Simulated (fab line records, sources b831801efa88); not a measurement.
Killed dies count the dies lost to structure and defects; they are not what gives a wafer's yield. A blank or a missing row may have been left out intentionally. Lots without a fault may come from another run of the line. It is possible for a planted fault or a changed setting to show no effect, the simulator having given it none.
fab line records ; flow sky130
record lots=6; wafers=18; lastDay=50
route steps=708 shown VIA2@527 METAL3@532 CAPM@537 PAD_OPEN@708
lots untouched by any fault: they come from a run of this same line in which no faults occurred
startH: start of the lot's first displayed wafer, in hours after the record's first day ; waitH: how many hours have passed since the lot's step before this one ; " identical to the entry in the row above ; L1.1+2: a single row standing in for several wafers ; - either no value or no given start ; * or withheld: withheld ; < > ~ a bound
route shown NAME@n: NAME is a module with steps in the file, n the number in the route of the first one ; usual: average and standard deviation across the fault-free wafers ; same: alike in all rows ; chamber/n: place in a boat ; sites: per-site readings ; _std_site: how widely they spread, as a standard deviation ; _edge_site: mean of outer sites minus mean of inner sites ; radiusMm: for every site, how far away it sits from the centre of the wafer ; mask NAME#n: copy n ; behind: the tool/chamber that last shaped the wafer ; hold: why the lot was held/for how many hours/how that ended ; device: the n, p or np transistor that did not switch ; end of line: tests of these same wafers at the route's end ; for a step that has no rows: nothing shown but its recipe ; killed: dies that structure and defects cost at the first sort, which is not the same as the wafer's yield ; map: a wafer's dies, x killed, . not, _ none there
set.NAME: setting as actually run; set.NAME@STEP: the setting as run at that earlier step ; model.NAME: the simulator's own value behind a step, which no gauge read
a table for each step, a row for each wafer; lots at some steps of the route
services: from which hour (startH, from the record's first day; less than 0 if before it) a tool's chamber was out of use, for how many hours, and why
## steps
# step SKY_VIA2_SPUTTER_20
# recipe material=TiN; targetThkNm=20; chamberPressurePa=5; powerW=4000; timeS=80
# step SKY_VIA2_CVD_21
# recipe material=W; targetThkNm=420; timeS=126.4; tempC=400; pressureTorr=40
# step SKY_VIA2_RS_MEAS_22
# recipe thkMeasGauge=four-point-probe; reads=W_of_VIA2_CVD_21+TiN_of_VIA2_SPUTTER_20
# usual VIA2_W_RS=0.272/0.004
lot.wafer;tool;chamber;startH;waitH;VIA2_W_RS[ohm/sq]
L980.2;filmMetro-03;-;920.06;0.1;0.267
L980.4;filmMetro-03;-;920.06;0.1;0.265
L980.6;filmMetro-03;-;920.06;0.1;0.271
L985.1;filmMetro-02;-;949.43;0.1;0.269
L985.3;filmMetro-02;-;949.43;0.1;0.271
L985.4;filmMetro-02;-;949.43;0.1;0.268
L988.1;filmMetro-02;-;963.13;0.1;0.267
L988.2;filmMetro-02;-;963.13;0.1;0.271
L988.3;filmMetro-02;-;963.13;0.1;0.268
L989.2;filmMetro-04;-;971.29;0.1;0.275
L989.3;filmMetro-04;-;971.29;0.1;0.277
L989.6;filmMetro-04;-;971.29;0.1;0.273
L991.2;filmMetro-02;-;996.29;0.1;0.278
L991.3;filmMetro-02;-;996.29;0.1;0.271
L991.6;filmMetro-02;-;996.29;0.1;0.270
L993.1;filmMetro-02;-;1007.08;0.1;0.277
L993.4;filmMetro-02;-;1007.08;0.1;0.277
L993.5;filmMetro-02;-;1007.08;0.1;0.267
# step SKY_VIA2_THK_MEAS_23
# recipe thkMeasGauge=xrf; reads=W_of_VIA2_CVD_21
# usual VIA2_W_THK=426/8.6
lot.wafer;tool;chamber;startH;waitH;VIA2_W_THK[nm]
L980.2;filmMetro-03;-;920.17;0.1;440
L980.4;filmMetro-03;-;920.17;0.1;439
L980.6;filmMetro-03;-;920.17;0.1;429
L985.1;filmMetro-02;-;949.55;0.1;434
L985.3;filmMetro-02;-;949.55;0.1;430
L985.4;filmMetro-02;-;949.55;0.1;435
L988.1;filmMetro-02;-;963.25;0.1;435
L988.2;filmMetro-02;-;963.25;0.1;425
L988.3;filmMetro-02;-;963.25;0.1;435
L989.2;filmMetro-04;-;971.40;0.1;412
L989.3;filmMetro-04;-;971.40;0.1;407
L989.6;filmMetro-04;-;971.40;0.1;412
L991.2;filmMetro-02;-;996.40;0.1;420
L991.3;filmMetro-02;-;996.40;0.1;428
L991.6;filmMetro-02;-;996.40;0.1;427
L993.1;filmMetro-02;-;1007.20;0.1;420
L993.4;filmMetro-02;-;1007.20;0.1;416
L993.5;filmMetro-02;-;1007.20;0.1;430
# step SKY_VIA2_CMP_24
# recipe stopOn=SiO2; tOverpolishS=20; downForcePsi=3.5; platenRpm=60; targetThkNm=0; padVelocityMS=0.94248
# step SKY_METAL3_SPUTTER_00
# recipe material=Ti; targetThkNm=15; powerW=3000; timeS=10; chamberPressurePa=0.4
# step SKY_METAL3_SPUTTER_01
# recipe material=TiN; targetThkNm=20; powerW=6500; timeS=16.7; chamberPressurePa=0.4
# step SKY_METAL3_SPUTTER_02
# recipe material=AlCu; targetThkNm=735; powerW=10600; timeS=39.1; chamberPressurePa=0.4
# usual throttleValvePct=29.7/1
lot.wafer;tool;chamber;startH;waitH;throttleValvePct
L980.2;pvdSputter-03;-;920.76;0.0;30.5
L980.4;pvdSputter-03;-;920.76;0.0;28.4
L980.6;pvdSputter-03;-;920.76;0.0;28.3
L985.1;pvdSputter-01;-;949.96;0.0;29.5
L985.3;pvdSputter-01;-;949.96;0.0;30.7
L985.4;pvdSputter-01;-;949.96;0.0;31.2
L988.1;pvdSputter-01;-;963.66;0.0;29.6
L988.2;pvdSputter-01;-;963.66;0.0;29.1
L988.3;pvdSputter-01;-;963.66;0.0;31.2
L989.2;pvdSputter-01;-;971.79;0.0;28.9
L989.3;pvdSputter-01;-;971.79;0.0;29.6
L989.6;pvdSputter-01;-;971.79;0.0;31.0
L991.2;pvdSputter-03;-;996.80;0.0;28.1
L991.3;pvdSputter-03;-;996.80;0.0;30.7
L991.6;pvdSputter-03;-;996.80;0.0;30.8
L993.1;pvdSputter-01;-;1008.55;0.0;29.0
L993.4;pvdSputter-01;-;1008.55;0.0;29.4
L993.5;pvdSputter-01;-;1008.55;0.0;31.1
# step SKY_METAL3_SPUTTER_03
# recipe material=Ti; targetThkNm=5; powerW=3000; timeS=3.3; chamberPressurePa=0.4
# usual throttleValvePct=29.7/1
lot.wafer;tool;chamber;startH;waitH;throttleValvePct
L980.2;pvdSputter-03;-;920.79;0.0;30.7
L980.4;pvdSputter-03;-;920.79;0.0;28.4
L980.6;pvdSputter-03;-;920.79;0.0;28.3
L985.1;pvdSputter-01;-;950.00;0.0;29.2
L985.3;pvdSputter-01;-;950.00;0.0;30.7
L985.4;pvdSputter-01;-;950.00;0.0;31.1
L988.1;pvdSputter-01;-;963.70;0.0;29.1
L988.2;pvdSputter-01;-;963.70;0.0;29.2
L988.3;pvdSputter-01;-;963.70;0.0;30.9
L989.2;pvdSputter-01;-;971.83;0.0;29.4
L989.3;pvdSputter-01;-;971.83;0.0;29.0
L989.6;pvdSputter-01;-;971.83;0.0;31.0
L991.2;pvdSputter-03;-;996.84;0.0;28.6
L991.3;pvdSputter-03;-;996.84;0.0;30.7
L991.6;pvdSputter-03;-;996.84;0.0;30.7
L993.1;pvdSputter-01;-;1008.59;0.0;29.2
L993.4;pvdSputter-01;-;1008.59;0.0;29.3
L993.5;pvdSputter-01;-;1008.59;0.0;30.8
# step SKY_METAL3_SPUTTER_04
# recipe material=TiN; targetThkNm=70; powerW=6500; timeS=58.3; chamberPressurePa=0.4
# usual throttleValvePct=29.8/1
lot.wafer;tool;chamber;startH;waitH;throttleValvePct
L980.2;pvdSputter-03;-;920.81;0.0;30.8
L980.4;pvdSputter-03;-;920.81;0.0;28.0
L980.6;pvdSputter-03;-;920.81;0.0;28.3
L985.1;pvdSputter-01;-;950.02;0.0;28.9
L985.3;pvdSputter-01;-;950.02;0.0;30.9
L985.4;pvdSputter-01;-;950.02;0.0;31.2
L988.1;pvdSputter-01;-;963.72;0.0;29.3
L988.2;pvdSputter-01;-;963.72;0.0;29.2
L988.3;pvdSputter-01;-;963.72;0.0;30.9
L989.2;pvdSputter-01;-;971.85;0.0;29.0
L989.3;pvdSputter-01;-;971.85;0.0;29.3
L989.6;pvdSputter-01;-;971.85;0.0;31.0
L991.2;pvdSputter-03;-;996.86;0.0;28.4
L991.3;pvdSputter-03;-;996.86;0.0;30.8
L991.6;pvdSputter-03;-;996.86;0.0;30.7
L993.1;pvdSputter-01;-;1008.61;0.0;29.1
L993.4;pvdSputter-01;-;1008.61;0.0;29.3
L993.5;pvdSputter-01;-;1008.61;0.0;31.0
# step SKY_CAPM_CVD_00
# recipe material=SiO2; targetThkNm=15.5; tempC=400; timeS=withheld; rfW=450
# usual heaterPowerW=691/65; rfFwdPowerW=441.1/2.4
lot.wafer;tool;chamber;startH;waitH;heaterPowerW;rfFwdPowerW
L980.2;pecvd-02;1;920.86;0.0;674;441.4
L980.4;pecvd-02;1;920.86;0.0;676;438.4
L980.6;pecvd-02;0;920.86;0.0;764;441.1
L985.1;pecvd-02;0;950.07;0.0;723;443.7
L985.3;pecvd-02;1;950.07;0.0;687;440.9
L985.4;pecvd-02;2;950.07;0.0;712;439.1
L988.1;pecvd-02;1;963.77;0.0;699;438.6
L988.2;pecvd-02;0;963.77;0.0;748;441.5
L988.3;pecvd-02;2;963.77;0.0;742;440.4
L989.2;pecvd-02;2;971.90;0.0;641;439.2
L989.3;pecvd-02;0;971.90;0.0;702;439.8
L989.6;pecvd-02;0;971.90;0.0;701;441.5
L991.2;pecvd-03;1;996.91;0.0;788;444.4
L991.3;pecvd-03;2;996.91;0.0;809;437.2
L991.6;pecvd-03;1;996.91;0.0;784;442.7
L993.1;pecvd-03;1;1008.66;0.0;672;444.5
L993.4;pecvd-03;2;1008.66;0.0;783;438.4
L993.5;pecvd-03;1;1008.66;0.0;702;444.0
# step SKY_CAPM_THK_MEAS_01
# recipe reads=SiO2_of_CAPM_CVD_00
# usual CAPM_CVD_00_THK=15.47/0.25
lot.wafer;tool;chamber;startH;waitH;CAPM_CVD_00_THK[nm]
L980.2;filmMetro-01;-;920.90;-;15.27
L980.4;filmMetro-01;-;920.90;-;15.54
L980.6;filmMetro-01;-;920.90;-;15.51
L985.1;filmMetro-03;-;950.09;-;15.50
L985.3;filmMetro-03;-;950.09;-;15.19
L985.4;filmMetro-03;-;950.09;-;15.42
L988.1;filmMetro-01;-;963.79;-;15.42
L988.2;filmMetro-01;-;963.79;-;15.59
L988.3;filmMetro-01;-;963.79;-;15.43
L989.2;filmMetro-03;-;971.93;-;14.99
L989.3;filmMetro-03;-;971.93;-;15.62
L989.6;filmMetro-03;-;971.93;-;15.67
L991.2;filmMetro-03;-;996.94;-;14.83
L991.3;filmMetro-03;-;996.94;-;15.45
L991.6;filmMetro-03;-;996.94;-;15.31
L993.1;filmMetro-03;-;1008.68;-;15.11
L993.4;filmMetro-03;-;1008.68;-;15.52
L993.5;filmMetro-03;-;1008.68;-;15.11
# step SKY_CAPM_SPUTTER_02
# recipe material=TiN; targetThkNm=200; tempC=300; powerW=6500; timeS=166.7; chamberPressurePa=0.4
# usual throttleValvePct=29.8/0.81
lot.wafer;tool;chamber;startH;waitH;throttleValvePct
L980.2;pvdSputter-02;-;920.95;0.0;29.0
L980.4;pvdSputter-02;-;920.95;0.0;30.3
L980.6;pvdSputter-02;-;920.95;0.0;30.2
L985.1;pvdSputter-04;-;950.15;0.1;29.9
L985.3;pvdSputter-04;-;950.15;0.1;29.3
L985.4;pvdSputter-04;-;950.15;0.1;31.7
L988.1;pvdSputter-04;-;963.85;0.1;29.8
L988.2;pvdSputter-04;-;963.85;0.1;31.7
L988.3;pvdSputter-04;-;963.85;0.1;29.9
L989.2;pvdSputter-04;-;971.98;0.0;29.7
L989.3;pvdSputter-04;-;971.98;0.0;29.8
L989.6;pvdSputter-04;-;971.98;0.0;31.7
L991.2;pvdSputter-02;-;996.99;0.0;29.0
L991.3;pvdSputter-02;-;996.99;0.0;28.5
L991.6;pvdSputter-02;-;996.99;0.0;29.2
L993.1;pvdSputter-02;-;1008.74;0.1;29.9
L993.4;pvdSputter-02;-;1008.74;0.1;30.0
L993.5;pvdSputter-02;-;1008.74;0.1;29.1
# step SKY_CAPM_RS_MEAS_03
# recipe thkMeasGauge=four-point-probe; reads=TiN_of_CAPM_SPUTTER_02
# usual CAPM_TIN_RS=6.90/0.11
lot.wafer;tool;chamber;startH;waitH;CAPM_TIN_RS[ohm/sq]
L980.2;filmMetro-03;-;921.08;0.1;6.89
L980.4;filmMetro-03;-;921.08;0.1;6.73
L980.6;filmMetro-03;-;921.08;0.1;6.71
L985.1;filmMetro-04;-;950.26;0.1;6.79
L985.3;filmMetro-04;-;950.26;0.1;6.95
L985.4;filmMetro-04;-;950.26;0.1;6.87
L988.1;filmMetro-03;-;963.96;0.1;9.64
L988.2;filmMetro-03;-;963.96;0.1;6.87
L988.3;filmMetro-03;-;963.96;0.1;6.86
L989.2;filmMetro-01;-;972.11;0.1;6.89
L989.3;filmMetro-01;-;972.11;0.1;9.51
L989.6;filmMetro-01;-;972.11;0.1;6.71
L991.2;filmMetro-01;-;997.12;0.1;7.13
L991.3;filmMetro-01;-;997.12;0.1;7.00
L991.6;filmMetro-01;-;997.12;0.1;7.18
L993.1;filmMetro-01;-;1008.85;0.1;6.96
L993.4;filmMetro-01;-;1008.85;0.1;6.74
L993.5;filmMetro-01;-;1008.85;0.1;7.06
# step SKY_CAPM_THK_MEAS_04
# recipe thkMeasGauge=xrf; reads=TiN_of_CAPM_SPUTTER_02
# usual CAPM_TIN_THK=198/3.5
lot.wafer;tool;chamber;startH;waitH;CAPM_TIN_THK[nm]
L980.2;filmMetro-03;-;921.19;0.1;199
L980.4;filmMetro-03;-;921.19;0.1;204
L980.6;filmMetro-03;-;921.19;0.1;204
L985.1;filmMetro-04;-;950.38;0.1;202
L985.3;filmMetro-04;-;950.38;0.1;196
L985.4;filmMetro-04;-;950.38;0.1;200
L988.1;filmMetro-03;-;964.08;0.1;158
L988.2;filmMetro-03;-;964.08;0.1;201
L988.3;filmMetro-03;-;964.08;0.1;201
L989.2;filmMetro-01;-;972.22;0.1;197
L989.3;filmMetro-01;-;972.22;0.1;159
L989.6;filmMetro-01;-;972.22;0.1;203
L991.2;filmMetro-01;-;997.23;0.1;190
L991.3;filmMetro-01;-;997.23;0.1;193
L991.6;filmMetro-01;-;997.23;0.1;190
L993.1;filmMetro-01;-;1008.97;0.1;196
L993.4;filmMetro-01;-;1008.97;0.1;203
L993.5;filmMetro-01;-;1008.97;0.1;194
# step SKY_CAPM_DEHYDRATE_05
# recipe tempC=200; timeS=60
# step SKY_CAPM_HMDS_06
# recipe primeTimeS=60; primeTempC=120
# step SKY_CAPM_COAT_07
# recipe resist=NOVOLAK; spinRpm=3000; resistThkNm=1140
# step SKY_CAPM_SOFTBAKE_08
# recipe tempC=90; timeS=60; resist=NOVOLAK
# step SKY_CAPM_EXPOSE_09
# recipe maskId=CAPM; na=0.6; sourceShape=conventional; sigmaOuter=0.6; polarization=unpolarized; targetCdNm=1000; doseMj=159
# step SKY_CAPM_PEB_10
# recipe tempC=withheld; timeS=*; resist=NOVOLAK
# step SKY_CAPM_DEVELOP_11
# recipe resist=NOVOLAK; developer=TMAH; developTimeS=60; devTempC=23
# step SKY_CAPM_OVL_MEAS_12
# usual CAPM_OVL=-1.2/1.3
lot.wafer;tool;chamber;startH;waitH;CAPM_OVL[nm]
L980.2;overlay-02;-;945.85;0.1;-0.1
L980.4;overlay-02;-;945.85;0.1;-0.7
L980.6;overlay-02;-;945.85;0.1;-0.5
L985.1;overlay-01;-;974.30;0.1;-3.3
L985.3;overlay-01;-;974.30;0.1;-2.4
L985.4;overlay-01;-;974.30;0.1;-2.2
L988.1;overlay-01;-;988.30;0.1;-1.9
L988.2;overlay-01;-;988.30;0.1;-1.3
L988.3;overlay-01;-;988.30;0.1;-1.5
L989.2;overlay-02;-;996.40;0.1;0.7
L989.3;overlay-02;-;996.40;0.1;0.5
L989.6;overlay-02;-;996.40;0.1;-0.5
L991.2;overlay-02;-;1020.15;0.1;-1.1
L991.3;overlay-02;-;1020.15;0.1;0.2
L991.6;overlay-02;-;1020.15;0.1;0.7
L993.1;overlay-02;-;1031.85;0.1;-3.1
L993.4;overlay-02;-;1031.85;0.1;-1.1
L993.5;overlay-02;-;1031.85;0.1;-3.4
# step SKY_CAPM_METAL_ETCH_13
# recipe targetDepthNm=220; stopOn=SiO2; chemistry=Cl2/BCl3; target=TiN; pressureMtorr=10; icpW=900; biasW=48.5; Cl2_flow_sccm=60; bcl3FlowSccm=30; timeS=62.9
# usual bcl3FlowSccm=30.00/0.087; drypumpMotorCurrentA=6.0/0.31; oesProductAu=0.942/0.01; rfFwdPowerW=892.6/2.7; throttleValvePct=21.901/0.012
lot.wafer;tool;chamber;startH;waitH;bcl3FlowSccm;drypumpMotorCurrentA;oesProductAu;rfFwdPowerW;rfHoursCounterH;throttleValvePct
L980.2;rieMetal-03;0;945.88;0.0;30.03;5.9;0.941;894.1;16;21.913
L980.4;rieMetal-03;1;945.88;0.0;30.03;6.4;0.951;887.0;-;21.888
L980.6;rieMetal-03;0;945.88;0.0;29.98;5.9;0.963;889.7;-;21.881
L985.1;rieMetal-02;0;974.33;0.0;30.10;6.0;0.955;894.5;17;21.903
L985.3;rieMetal-02;0;974.33;0.0;29.96;6.0;0.942;895.1;-;21.908
L985.4;rieMetal-02;1;974.33;0.0;29.99;5.6;0.943;895.2;-;21.887
L988.1;rieMetal-03;1;988.33;0.0;30.08;6.5;0.817;890.1;8;21.991
L988.2;rieMetal-03;0;988.33;0.0;30.01;5.9;0.941;893.9;19;21.917
L988.3;rieMetal-03;1;988.33;0.0;30.09;6.4;0.950;887.7;-;21.905
L989.2;rieMetal-03;1;996.43;0.0;30.15;6.4;0.936;893.7;9;21.885
L989.3;rieMetal-03;1;996.43;0.0;30.04;6.4;0.834;895.0;-;21.965
L989.6;rieMetal-03;1;996.43;0.0;30.13;6.4;0.957;895.2;-;21.880
L991.2;rieMetal-01;0;1020.18;0.0;29.95;6.0;0.930;896.0;5;21.909
L991.3;rieMetal-01;1;1020.18;0.0;29.94;5.5;0.933;889.5;-;21.924
L991.6;rieMetal-01;1;1020.18;0.0;29.90;5.5;0.922;895.4;-;21.898
L993.1;rieMetal-02;1;1031.88;0.0;29.99;5.6;0.941;893.0;24;21.893
L993.4;rieMetal-02;0;1031.88;0.0;29.72;6.0;0.960;894.0;-;21.913
L993.5;rieMetal-02;1;1031.88;0.0;30.02;5.6;0.932;893.1;-;21.913
# step SKY_CAPM_STRIP_14
# recipe chemistry=O2/N2; powerW=1400; pressureMtorr=1500; platenTempC=withheld; o2FlowSccm=3000; n2FlowSccm=300; overashFraction=0.5
# usual drypumpMotorCurrentA=5.5/0.53; oesProductAu=0.710/0.004; stripTimeToEndpointS=12.59/0.047
lot.wafer;tool;chamber;startH;waitH;drypumpMotorCurrentA;oesProductAu;rfHoursCounterH;stripTimeToEndpointS
L980.2;plasmaAsher-04;1;945.96;0.1;6.1;0.711;22;12.60
L980.4;plasmaAsher-04;1;945.96;0.1;6.1;0.703;-;12.61
L980.6;plasmaAsher-04;0;945.96;0.1;4.8;0.707;-;12.60
L985.1;plasmaAsher-02;0;974.41;0.1;5.2;0.710;55;12.64
L985.3;plasmaAsher-02;1;974.41;0.1;5.1;0.707;-;12.55
L985.4;plasmaAsher-02;0;974.41;0.1;5.2;0.706;-;12.63
L988.1;plasmaAsher-03;1;988.41;0.1;6.0;0.710;122;12.59
L988.2;plasmaAsher-03;0;988.41;0.1;6.1;0.711;122;12.56
L988.3;plasmaAsher-03;0;988.41;0.1;6.1;0.709;-;12.58
L989.2;plasmaAsher-04;1;996.51;0.1;6.1;0.707;27;12.56
L989.3;plasmaAsher-04;0;996.51;0.1;4.9;0.706;-;12.59
L989.6;plasmaAsher-04;0;996.51;0.1;4.8;0.719;-;12.59
L991.2;plasmaAsher-04;0;1020.26;0.1;4.8;0.712;30;12.68
L991.3;plasmaAsher-04;1;1020.26;0.1;6.1;0.705;-;12.61
L991.6;plasmaAsher-04;0;1020.26;0.1;4.9;0.720;-;12.60
L993.1;plasmaAsher-02;0;1031.96;0.1;5.2;0.706;62;12.65
L993.4;plasmaAsher-02;0;1031.96;0.1;5.2;0.712;-;12.64
L993.5;plasmaAsher-02;0;1031.96;0.1;5.2;0.712;-;12.66
# step SKY_PAD_OPEN_PROBE_99
# usual defectLimitedYield=82.7/2; killed_at_M0_to_M3=42/6.7; killed_at_M4_up=3.3/2.1; killedAtContacts=24/5.1; killedAtFrontEnd=15/4.6; killedAtOther=0.3/0.58; killedDies=85/9.9; killedOpen=46/6.9; killedShort=38/7; sort_bin_3_pad_short=0.9/0.43; sort_bin_5_function=10.1/1.4; sort_bin_6_memory=6.4/1.2; sortNPass=407/9.9; sortYieldPct=82.7/2
# same grossDies=492; killedAtBackSide=0; sort_bin_4_leakage[%]=0; sort_bin_8_speed[%]=0
lot.wafer;tool;chamber;startH;waitH;defectLimitedYield[%];killed_at_M0_to_M3;killed_at_M4_up;killedAtContacts;killedAtFrontEnd;killedAtOther;killedDies;killedOpen;killedShort;sort_bin_3_pad_short[%];sort_bin_5_function[%];sort_bin_6_memory[%];sortNPass;sortYieldPct[%]
L988.1;prober-01;-;1167.32;0.1;83.9;39;1;26;12;1;79;49;29;0.8;11.0;4.3;413;83.9
L988.2;prober-01;-;1167.37;0.1;83.3;37;8;23;13;1;82;40;42;0.6;10.4;5.7;410;83.3
L988.3;prober-01;-;1167.42;0.2;83.9;37;0;26;15;1;79;43;35;0.8;9.8;5.5;413;83.9
L989.3;prober-02;-;1175.45;0.2;79.9;46;0;37;15;1;99;65;33;1.0;12.2;6.9;393;79.9
# killed by level:class
L988.1 LI_CONTACT:geometricParticle:open=11 CONTACT:geometricParticle:open=9 METAL2:geometricParticle:short=6 METAL1:geometricParticle:short=6 VIA3:geometricParticle:open=6 VIA1:geometricParticle:open=5 POLY_GATE:geometricParticle:short=4 VIA1:geometricParticle:short=4
L988.2 VIA1:geometricParticle:open=10 FIELD_ISO:geometricParticle:short=8 CONTACT:geometricParticle:open=8 VIA1:geometricParticle:short=7 LI_CONTACT:geometricParticle:open=5 LOCAL_INTERCONNECT:geometricParticle:short=4 METAL2:geometricParticle:short=4 FIELD_ISO:geometricParticle:open=3
L988.3 CONTACT:geometricParticle:open=13 VIA1:geometricParticle:open=7 LI_CONTACT:geometricParticle:open=6 METAL1:geometricParticle:short=6 METAL2:geometricParticle:short=6 FIELD_ISO:geometricParticle:short=5 VIA2:geometricParticle:open=5 POLY_GATE:geometricParticle:open=4
L989.3 CONTACT:geometricParticle:open=17 VIA1:geometricParticle:open=17 CONTACT:geometricParticle:short=8 LI_CONTACT:geometricParticle:open=6 VIA3:geometricParticle:short=6 FIELD_ISO:geometricParticle:open=4 POLY_GATE:geometricParticle:open=4 VIA3:geometricParticle:open=4
## services
tool;chamber;startH;hours;kind
plasmaAsher-02;-;900.31;1.4;repair
plasmaAsher-04;-;903.98;1.1;repair
rieMetal-02;0;907.79;10.5;repair
rieMetal-01;0;910.67;-;clean
rieMetal-01;0;910.67;15.6;scheduledDown
rieMetal-01;0;910.67;15.6;ventCycle
pecvd-03;-;912.28;2.2;repair
pecvd-02;2;919.99;5.5;scheduledDown
pvdSputter-01;0;921.83;-;consumableReplace:kit
pvdSputter-01;0;921.83;18.0;scheduledDown
pvdSputter-01;0;921.83;18.0;ventCycle
pecvd-03;-;929.93;6.0;pm
rieMetal-03;-;953.22;0.9;repair
rieMetal-01;-;967.61;2.8;pm
rieMetal-01;0;970.98;10.6;repair
pvdSputter-01;-;981.03;1.2;repair
plasmaAsher-04;-;985.11;4.7;repair
plasmaAsher-03;-;994.13;20.8;pm
pvdSputter-02;-;995.14;1.4;repair
pvdSputter-03;-;997.14;12.2;repair
pvdSputter-01;-;1002.17;5.9;repair
pvdSputter-04;-;1004.48;15.0;repair
plasmaAsher-03;-;1019.23;9.1;repair
pvdSputter-01;-;1028.30;3.0;repair
## key
firstSign step=SKY_CAPM_RS_MEAS_03; reading=CAPM_TIN_RS; direction=up; sigmas=24; usual=6.90; struck=9.57
effect step=SKY_CAPM_THK_MEAS_04; reading=CAPM_TIN_THK; direction=down; sigmas=12; usual=198; struck=158
effect step=SKY_CAPM_METAL_ETCH_13; reading=oesProductAu; direction=down; sigmas=12; usual=0.942; struck=0.826
metAt SKY_CAPM_SPUTTER_02
struckWafers L988.1,L989.3
fault kind=siteProfileDrift; tool=pvdSputter-04; chamber=-; onsetH=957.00; steps=SKY_CAPM_SPUTTER_02; basis=fraction; maxAbsDrift=0.46507; slopeSharePerHr=103.35; sitePattern=0,0,0,0,0,-1,-1,-1,-1; scope=struckWafersOnly
